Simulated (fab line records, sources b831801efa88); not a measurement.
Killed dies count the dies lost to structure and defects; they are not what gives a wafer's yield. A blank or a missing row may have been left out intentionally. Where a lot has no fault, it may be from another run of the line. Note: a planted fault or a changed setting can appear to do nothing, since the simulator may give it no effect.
Chamber matching -- flow sfq line -- SFQ_TRILAYER_I4_CMP_CMP_100 on cmp-02 has 4 sister chambers
The step polishes SiO2. 4 wafers are shown with their chamber, then 7 later ones without.

== WAFERS PAIRED WITH THEIR CHAMBERS ==
wafer,chamber,motor current A (A)
L109.6,0,10.2
L113.6,1,10.0
L114.2,2,9.5
L114.5,3,9.3

== WAFERS WITHOUT THEIR CHAMBER ==
wafer,motor current A (A)
L114.6,9.6
L115.3,9.4
L115.4,9.7
L115.6,10.0
L117.2,9.7
L117.3,9.8
L117.5,9.5

== WHICH CHAMBER EACH WENT THROUGH ==
wafer,from the rows above,in truth
L114.6,can't be placed: 2 or 3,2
L115.3,can't be placed: 2 or 3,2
L115.4,can't be placed: 2 or 1 or 3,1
L115.6,can't be placed: 1 or 0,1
L117.2,can't be placed: 2 or 1 or 3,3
L117.3,can't be placed: 1 or 2 or 0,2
L117.5,can't be placed: 2 or 3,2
Correctly placed: 0 of 7. These rows do not allow placing 7 (true chamber among the candidates in 7). Wrongly placed: 0.
How it was worked out, from the rows above alone: a wafer's distance from a chamber is the root of the sum, over the readings, of the square of ((its reading less the chamber's mean) divided by the reading's scatter). If the next closest chamber is less than 2 further off than the closest, the wafer can't be placed; otherwise it belongs to the closest. For every chamber, the mean is computed from those of its wafers that are shown. The scatter: with one shown wafer a chamber, the root of the mean of the squares of how far each hidden wafer lies from its nearest shown one.
